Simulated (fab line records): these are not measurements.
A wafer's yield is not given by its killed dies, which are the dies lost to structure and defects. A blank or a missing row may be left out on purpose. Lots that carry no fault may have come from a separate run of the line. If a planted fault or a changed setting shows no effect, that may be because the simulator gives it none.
Comparing a struck lot with a sound one :: flow sky130 :: 14 out of 708 route steps
Sound: wafers L175.4, L175.5, L175.6. Wafers L182.2, L182.5, L182.6 were the ones struck. At the end, the cause is stated.
For every step that has rows: the tool of each side, followed by ch and its chambers, followed by its first start. Under that, the readings that differ: sound wafers :: struck wafers :: difference of the means :: sigmas: that difference in standard deviations of wafers without a fault.
alike: a reading whose means differ by less than 2 such deviations, as well as words and numbers matching on both sides. not compared: withheld readings; readings where some wafer has no value; bounds like >300 that might hide an equal value; numbers whose values overlap and for which the record gives no deviation.
Wherever a step has rows on one side only, a row that says differs or no value, or a row with sigmas, the two part there. When numbers do not overlap yet have no deviation, they are printed without sigmas and do not part them. A reading missing from all wafers of one side parts the sides only when that side holds two or more wafers.

SKY_METAL3_SPUTTER_02: material AlCu, target thk 735 nm, time 39.1 s.
  sound: pvdSputter-01 at day 37 08:29; struck: pvdSputter-03 at day 39 07:28
  alike: throttleValvePct
SKY_METAL3_SPUTTER_03: material Ti, target thk 5 nm, time 3.3 s.
  sound: pvdSputter-01 at day 37 08:31; struck: pvdSputter-03 at day 39 07:31
  alike: throttleValvePct
SKY_METAL3_SPUTTER_04: material TiN, target thk 70 nm, time 58.3 s.
  sound: pvdSputter-01 at day 37 08:33; struck: pvdSputter-03 at day 39 07:32
  alike: throttleValvePct
SKY_CAPM_CVD_00: deposits SiO2, target thk 15.5 nm.
  sound on pecvd-03 ch 0,1,2, day 37 08:35; struck on pecvd-03 ch 0,1, day 39 07:35
  alike: heaterPowerW
SKY_CAPM_THK_MEAS_01:
  sound: filmMetro-01 at day 37 08:38; struck: filmMetro-01 at day 39 07:37
  alike: CAPM_CVD_00_THK
SKY_CAPM_SPUTTER_02: material TiN, target thk 200 nm, time 166.7 s.
  sound: pvdSputter-02 at day 37 08:40; struck: pvdSputter-02 at day 39 07:40
  alike: throttleValvePct
SKY_CAPM_RS_MEAS_03: a four-point-probe measurement.
  sound: filmMetro-04 at day 37 08:50; struck: filmMetro-01 at day 39 07:47
  alike: CAPM_TIN_RS
SKY_CAPM_THK_MEAS_04: measures by xrf.
  sound: filmMetro-04 at day 37 08:55; struck: filmMetro-01 at day 39 07:54
  alike: CAPM_TIN_THK
then, 4 steps without rows for these wafers: SKY_CAPM_DEHYDRATE_05 (time 60 s); SKY_CAPM_HMDS_06 (prime time 60 s); SKY_CAPM_COAT_07 (resist thk 1140 nm); SKY_CAPM_SOFTBAKE_08 (time 60 s).
SKY_CAPM_EXPOSE_09: exposes mask CAPM, target cd 1000 nm.
  struck on ilineStepper-02, day 39 20:10; sound on ilineStepper-01 ch 0, day 37 22:19
  no value came back on the struck wafers for exposureDoseMJCm2, focusOffsetNm (nm); on the sound wafers exposureDoseMJCm2 reads 159.17 158.90 159.05
  alike: mask
after that, 1 step had no rows for these wafers: SKY_CAPM_PEB_10.

WHERE THEY PART
SKY_CAPM_EXPOSE_09 only, going by this record.

WHY: the cause the simulator had injected
At SKY_CAPM_EXPOSE_09, the step was skipped entirely on ilineStepper-02 from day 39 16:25 on. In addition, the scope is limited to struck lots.
